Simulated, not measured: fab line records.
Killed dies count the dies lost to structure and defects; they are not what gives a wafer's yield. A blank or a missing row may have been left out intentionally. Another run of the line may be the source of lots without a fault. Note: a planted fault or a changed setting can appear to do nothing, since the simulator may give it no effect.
A lot that was struck, set against a sound lot -- flow gf180mcu -- 18 out of 602 route steps
Sound: these wafers, L957.3, L957.5, L957.6. Struck: wafer L962.1 (left out: L962.2, a lot-mate that was not struck); the cause follows at the end.
For every step that has rows: the tool of each side, followed by ch and its chambers, followed by its first start. Under that, the readings that differ: sound wafers -- struck wafers -- difference of the means -- sigmas: that difference in standard deviations of wafers without a fault.
alike: same words and numbers on both sides, and readings whose means sit less than 2 such deviations apart. not compared: any withheld reading, any reading some wafer has no value for, any bound like >300 that may hide the same value, and any number with overlapping values for which the record gives no deviation.
Wherever a step has rows on one side only, a row that says differs or no value, or a row with sigmas, the two part there. When numbers do not overlap yet have no deviation, they are printed without sigmas and do not part them. A reading missing from all wafers of one side parts the sides only when that side holds two or more wafers.

GF_PSD_STRIP_10: strips in O2/N2.
  sound on plasma-asher-03 ch 0,1, day 15 18:49; struck on plasma-asher-01 ch 1, day 17 09:26
reading,sound,struck,difference,sigmas
rf-hours-counter-h (h),- - -,73,no value on the sound wafers,
  alike: drypump-motor-current-A, heater-power-w, oes-product-au, strip-time-to-endpoint-s
GF_PSD_TW_MEAS_11:
  sound: film-metro-03 at day 15 18:55; struck: film-metro-04 at day 17 09:32
reading,sound,struck,difference,sigmas
PSD_TW,3203 3203 3214,3142,-65,-2
then, 1 step without rows for these wafers: GF_PSD_CLEAN_12 (cleans in SC1/SC2, time 150 s).
GF_PSD_RTA_13: time 20 s.
  sound on rtp-anneal-01 ch 0, day 15 19:02; struck on rtp-anneal-02 ch 0, day 17 09:40
reading,sound,struck,difference,sigmas
wafer_temp_C_max,1029.9 1029.3 1031.3,1033.2,+3.0,+2
  alike: chamber-o2-ppm, lamp-power-pct
GF_PSD_RS_MEAS_14: uses a four-point probe to measure.
  sound: film-metro-04 at day 15 19:07; struck: film-metro-03 at day 17 09:44
reading,sound,struck,difference,sigmas
NSD_RS (ohm/sq),46.32 46.35 46.30,46.06,-0.26,-2
GF_PSD_RS_MEAS_15: uses a four-point probe to measure.
  sound: film-metro-04 at day 15 19:14; struck: film-metro-03 at day 17 09:52
  alike: PSD_RS
GF_SAB_CVD_00: deposits SiO2 from TEOS, target thk 50 nm, time 4.9302 s.
  sound on pecvd-01 ch 0,2, day 15 19:19; struck on pecvd-01 ch 2, day 17 09:59
  alike: heater-power-w, susceptor-temp-C
GF_SAB_THK_MEAS_01:
  sound: film-metro-03 at day 15 19:22; struck: film-metro-02 at day 17 10:00
  alike: SAB_CVD_00_THK
then, 4 steps without rows for these wafers: GF_SAB_DEHYDRATE_02 (time 60 s); GF_SAB_HMDS_03 (prime time 60 s); GF_SAB_COAT_04 (resist thk 1000 nm); GF_SAB_SOFTBAKE_05 (time 60 s).
GF_SAB_EXPOSE_06: exposes mask SAB, target cd 420 nm.
  sound on iline-stepper-01 ch 0, day 16 08:52; struck on iline-stepper-02 ch 0, day 17 20:59
  alike: mask, exposure-dose-mJ-cm2, stage-vel-mm-s
then, 2 steps without rows for these wafers: GF_SAB_PEB_07; GF_SAB_DEVELOP_08 (develop time 60 s).
GF_SAB_CD_MEAS_09 targets a cd of 420 nm.
  sound: cd-sem-02 at day 16 19:38; struck: cd-sem-02 at day 18 08:23
  alike: cd-nm
GF_SAB_OVL_MEAS_10:
  sound: overlay-01 at day 16 19:44; struck: overlay-01 at day 18 08:31
reading,sound,struck,difference,sigmas
SAB_OVL (nm),0.3 -0.7 0.5,-7.6,-7.6,-5
GF_SAB_ETCH_11: etches SiO2 in C4F8/O2/Ar, target depth 55 nm, time 8.5 s.
  sound on rie-diel-02 ch 0,1,3, day 16 19:45; struck on rie-diel-04 ch 3, day 18 08:33
  alike: oes-product-au
  not compared: rf-hours-counter-h

== WHERE THEY PART ==
Last at GF_SAB_OVL_MEAS_10 as far as this record goes, first at GF_PSD_STRIP_10. Later steps at which nothing parts them and some readings are alike: GF_SAB_ETCH_11.

WHY: what the simulator had put in
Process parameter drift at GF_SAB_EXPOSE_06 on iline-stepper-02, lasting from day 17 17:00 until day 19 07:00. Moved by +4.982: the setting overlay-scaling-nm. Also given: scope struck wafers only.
